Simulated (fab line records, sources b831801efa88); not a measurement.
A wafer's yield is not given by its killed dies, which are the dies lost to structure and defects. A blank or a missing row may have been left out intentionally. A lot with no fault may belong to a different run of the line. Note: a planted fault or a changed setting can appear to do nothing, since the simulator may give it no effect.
Matching of chambers :: flow sky130 :: rie_diel-01 running SKY_POLY_CUT_ETCH_11: 4 sister chambers
The step etches Si3N4 in CF4/CH2F2/Ar, stops on poly-Si, time 42.5 s, target depth 60 nm. 30 wafers are shown with their chamber, then 12 later ones without.

== WAFERS PAIRED WITH THEIR CHAMBERS ==
wafer: L076.1
chamber: 3
throttle_valve_pct (%): 14.999
oes_product_au (a.u.): 0.818

wafer: L076.4
chamber: 2
throttle_valve_pct (%): 14.995
oes_product_au (a.u.): 0.825

wafer: L076.5
chamber: 2
throttle_valve_pct (%): 14.993
oes_product_au (a.u.): 0.824

wafer: L077.1
chamber: 0
throttle_valve_pct (%): 14.995
oes_product_au (a.u.): 0.828

wafer: L077.2
chamber: 1
throttle_valve_pct (%): 15.010
oes_product_au (a.u.): 0.838

wafer: L077.3
chamber: 3
throttle_valve_pct (%): 14.999
oes_product_au (a.u.): 0.822

wafer: L079.1
chamber: 2
throttle_valve_pct (%): 15.001
oes_product_au (a.u.): 0.820

wafer: L079.2
chamber: 0
throttle_valve_pct (%): 14.985
oes_product_au (a.u.): 0.825

wafer: L079.3
chamber: 1
throttle_valve_pct (%): 14.987
oes_product_au (a.u.): 0.830

wafer: L079.4
chamber: 3
throttle_valve_pct (%): 15.005
oes_product_au (a.u.): 0.822

wafer: L079.5
chamber: 3
throttle_valve_pct (%): 15.010
oes_product_au (a.u.): 0.828

wafer: L079.6
chamber: 0
throttle_valve_pct (%): 15.002
oes_product_au (a.u.): 0.820

wafer: L080.1
chamber: 1
throttle_valve_pct (%): 15.006
oes_product_au (a.u.): 0.827

wafer: L080.3
chamber: 3
throttle_valve_pct (%): 14.999
oes_product_au (a.u.): 0.830

wafer: L080.5
chamber: 1
throttle_valve_pct (%): 14.997
oes_product_au (a.u.): 0.825

wafer: L082.2
chamber: 0
throttle_valve_pct (%): 14.986
oes_product_au (a.u.): 0.816

wafer: L082.4
chamber: 0
throttle_valve_pct (%): 14.992
oes_product_au (a.u.): 0.821

wafer: L082.5
chamber: 3
throttle_valve_pct (%): 15.009
oes_product_au (a.u.): 0.831

wafer: L083.1
chamber: 2
throttle_valve_pct (%): 14.995
oes_product_au (a.u.): 0.834

wafer: L083.2
chamber: 0
throttle_valve_pct (%): 14.998
oes_product_au (a.u.): 0.826

wafer: L083.6
chamber: 2
throttle_valve_pct (%): 15.008
oes_product_au (a.u.): 0.839

wafer: L084.1
chamber: 1
throttle_valve_pct (%): 14.989
oes_product_au (a.u.): 0.834

wafer: L084.3
chamber: 0
throttle_valve_pct (%): 15.001
oes_product_au (a.u.): 0.824

wafer: L084.4
chamber: 3
throttle_valve_pct (%): 14.996
oes_product_au (a.u.): 0.824

wafer: L085.3
chamber: 2
throttle_valve_pct (%): 14.989
oes_product_au (a.u.): 0.822

wafer: L085.4
chamber: 3
throttle_valve_pct (%): 15.011
oes_product_au (a.u.): 0.825

wafer: L085.5
chamber: 1
throttle_valve_pct (%): 14.998
oes_product_au (a.u.): 0.824

wafer: L086.1
chamber: 0
throttle_valve_pct (%): 15.002
oes_product_au (a.u.): 0.829

wafer: L086.4
chamber: 3
throttle_valve_pct (%): 14.998
oes_product_au (a.u.): 0.838

wafer: L086.6
chamber: 1
throttle_valve_pct (%): 14.991
oes_product_au (a.u.): 0.826

SIGNATURES (averages over the wafers above)
reading: throttle_valve_pct
chamber 0: 14.99512
chamber 1: 14.99686
chamber 2: 14.99683
chamber 3: 15.00289
scatter within a chamber: 0.00703

reading: oes_product_au
chamber 0: 0.82362
chamber 1: 0.82914
chamber 2: 0.82733
chamber 3: 0.82644
scatter within a chamber: 0.00576
Rule: for a wafer and a chamber, the distance is found by dividing, reading by reading, the gap between the wafer's reading and the chamber's mean by the reading's scatter, squaring, summing and taking the root. If the next closest chamber is less than 2 further off than the closest, the wafer can't be placed; otherwise it belongs to the closest. The scatter: take each reading less its chamber's mean, square it, sum over the shown wafers, divide by the number of wafers less the number of chambers, and take the root.

== WAFERS WHOSE CHAMBER IS MISSING ==
wafer: L092.1
throttle_valve_pct (%): 14.995
oes_product_au (a.u.): 0.813

wafer: L092.2
throttle_valve_pct (%): 15.003
oes_product_au (a.u.): 0.811

wafer: L092.4
throttle_valve_pct (%): 15.004
oes_product_au (a.u.): 0.817

wafer: L091.3
throttle_valve_pct (%): 15.007
oes_product_au (a.u.): 0.835

wafer: L091.5
throttle_valve_pct (%): 14.996
oes_product_au (a.u.): 0.833

wafer: L091.6
throttle_valve_pct (%): 15.003
oes_product_au (a.u.): 0.837

wafer: L096.2
throttle_valve_pct (%): 14.994
oes_product_au (a.u.): 0.832

wafer: L096.3
throttle_valve_pct (%): 14.997
oes_product_au (a.u.): 0.836

wafer: L096.6
throttle_valve_pct (%): 14.998
oes_product_au (a.u.): 0.833

wafer: L097.2
throttle_valve_pct (%): 14.997
oes_product_au (a.u.): 0.822

wafer: L097.4
throttle_valve_pct (%): 15.000
oes_product_au (a.u.): 0.837

wafer: L097.6
throttle_valve_pct (%): 14.997
oes_product_au (a.u.): 0.830

== THE CHAMBER EACH PASSED THROUGH ==
wafer: L092.1
from the rows above: can't be placed: 0 or 2 or 3 or 1
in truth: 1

wafer: L092.2
from the rows above: can't be placed: 0 or 3 or 2 or 1
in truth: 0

wafer: L092.4
from the rows above: can't be placed: 3 or 0 or 2 or 1
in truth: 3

wafer: L091.3
from the rows above: can't be placed: 3 or 1 or 2 or 0
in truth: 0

wafer: L091.5
from the rows above: can't be placed: 1 or 2 or 3 or 0
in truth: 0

wafer: L091.6
from the rows above: can't be placed: 1 or 3 or 2 or 0
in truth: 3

wafer: L096.2
from the rows above: can't be placed: 1 or 2 or 0 or 3
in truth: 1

wafer: L096.3
from the rows above: can't be placed: 1 or 2 or 3 or 0
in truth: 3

wafer: L096.6
from the rows above: can't be placed: 1 or 2 or 3 or 0
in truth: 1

wafer: L097.2
from the rows above: can't be placed: 0 or 2 or 3 or 1
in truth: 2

wafer: L097.4
from the rows above: can't be placed: 1 or 2 or 3 or 0
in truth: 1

wafer: L097.6
from the rows above: can't be placed: 1 or 2 or 3 or 0
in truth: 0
0 of 12 placed correctly. Can't be placed from these rows: 12 (the true chamber is among the candidates in 12). 0 placed wrongly.
